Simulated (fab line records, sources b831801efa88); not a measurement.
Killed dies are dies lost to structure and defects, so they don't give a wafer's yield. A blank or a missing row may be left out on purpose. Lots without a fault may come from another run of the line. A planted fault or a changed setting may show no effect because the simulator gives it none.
Tool commonality check | flow sky130 | 12 lots, 36 wafers sampled

WHY IT WAS OPENED
At SKY_VT_ADJUST_HVTR_TW_MEAS_11 the reading VT_ADJUST_HVTR_TW is flagged on 2 of 12 lots. Wafers without a fault read 212.7, standard deviation 1.1.
Rule: a lot is flagged when every wafer of it that has a number lies more than 4 standard deviations from that mean, or none has a number. The other lots count as sound.

lot  | measured     | on            | VT_ADJUST_HVTR_TW, wafer by wafer | flag
L249 | day 9 11:37  | film_metro-02 | 213.5 212.3 213.7                 |
L250 | day 9 19:08  | film_metro-02 | 212.4 211.0 212.5                 |
L252 | day 10 08:46 | film_metro-04 | 212.5 212.5 211.7                 |
L253 | day 11 01:52 | film_metro-02 | 213.3 212.6 214.0                 |
L254 | day 11 02:08 | film_metro-01 | 213.4 214.1 213.6                 |
L255 | day 11 09:26 | film_metro-01 | 213.8 213.9 213.5                 |
L258 | day 12 06:39 | film_metro-04 | 211.9 212.3 212.3                 |
L260 | day 12 09:07 | film_metro-04 | 211.9 211.1 211.2                 |
L262 | day 13 11:55 | film_metro-04 | 211.3 211.7 211.7                 |
L264 | day 13 17:55 | film_metro-04 | 201.8 201.8 202.4                 | FLAGGED
L265 | day 14 14:11 | film_metro-04 | 202.1 201.1 200.6                 | FLAGGED
L272 | day 17 01:15 | film_metro-01 | 215.9 214.6 215.1                 |
The numbers of the flagged lots are 201.6 on average: -11.1 against the usual, or -10 standard deviations.

WHICH TOOL RAN EACH LOT
The record holds 1 process step before the reading, out of a route of 708 steps. In each cell: the tool, then ch and the chambers that the sampled wafers went through, then the start.
lot  | flag    | SKY_VT_ADJUST_HVTR_IMPLANT_09
L249 |         | implanter-02 ch 0, day 9 11:25
L250 |         | implanter-01 ch 0, day 9 18:55
L252 |         | implanter-04 ch 0, day 10 08:31
L253 |         | implanter-04 ch 0, day 11 01:38
L254 |         | implanter-02 ch 0, day 11 01:53
L255 |         | implanter-04 ch 0, day 11 09:11
L258 |         | implanter-01 ch 0, day 12 06:24
L260 |         | implanter-01 ch 0, day 12 08:52
L262 |         | implanter-04 ch 0, day 13 11:41
L264 | FLAGGED | implanter-04 ch 0, day 13 17:43
L265 | FLAGGED | implanter-04 ch 0, day 14 13:58
L272 |         | implanter-02 ch 0, day 17 01:00
What these steps do:
- SKY_VT_ADJUST_HVTR_IMPLANT_09
- SKY_VT_ADJUST_HVTR_TW_MEAS_11

FLAGGED OVER TOTAL, TOOL BY TOOL (the gauges that took the reading come last)
step                          | tool          | lots run | flagged | share of the flagged lots | sound lots run after its first flagged lot
SKY_VT_ADJUST_HVTR_IMPLANT_09 | implanter-01  | 3        | 0       | none                      | -
SKY_VT_ADJUST_HVTR_IMPLANT_09 | implanter-02  | 3        | 0       | none                      | -
SKY_VT_ADJUST_HVTR_IMPLANT_09 | implanter-04  | 6        | 2       | all                       | 0
SKY_VT_ADJUST_HVTR_TW_MEAS_11 | film_metro-01 | 3        | 0       | none                      | -
SKY_VT_ADJUST_HVTR_TW_MEAS_11 | film_metro-02 | 3        | 0       | none                      | -
SKY_VT_ADJUST_HVTR_TW_MEAS_11 | film_metro-04 | 6        | 2       | all                       | 0

WHAT THE TABLE ALLOWS
2 rows of the table ran every flagged lot: implanter-04 at SKY_VT_ADJUST_HVTR_IMPLANT_09, film_metro-04 at SKY_VT_ADJUST_HVTR_TW_MEAS_11.
- implanter-04 at SKY_VT_ADJUST_HVTR_IMPLANT_09: 2 of its 6 lots flagged. Its last sound lot is L262 (day 13 11:41), its first flagged lot L264 (day 13 17:43): a fault that began between those two fits. Its own readings lie more than 4 standard deviations out on every wafer of the flagged lots: beam_on_s, faraday_current_uA.
- film_metro-04 at SKY_VT_ADJUST_HVTR_TW_MEAS_11: 2 of its 6 lots flagged. Its last sound lot is L262 (day 13 11:55), its first flagged lot L264 (day 13 17:55): a fault that began between those two fits.
Counting lots can't tell these 2 tools apart, because each fits a fault that began at some hour. More lots, or a look at what each step does to the wafer, might.

WHAT THE SIMULATOR HAD PUT IN
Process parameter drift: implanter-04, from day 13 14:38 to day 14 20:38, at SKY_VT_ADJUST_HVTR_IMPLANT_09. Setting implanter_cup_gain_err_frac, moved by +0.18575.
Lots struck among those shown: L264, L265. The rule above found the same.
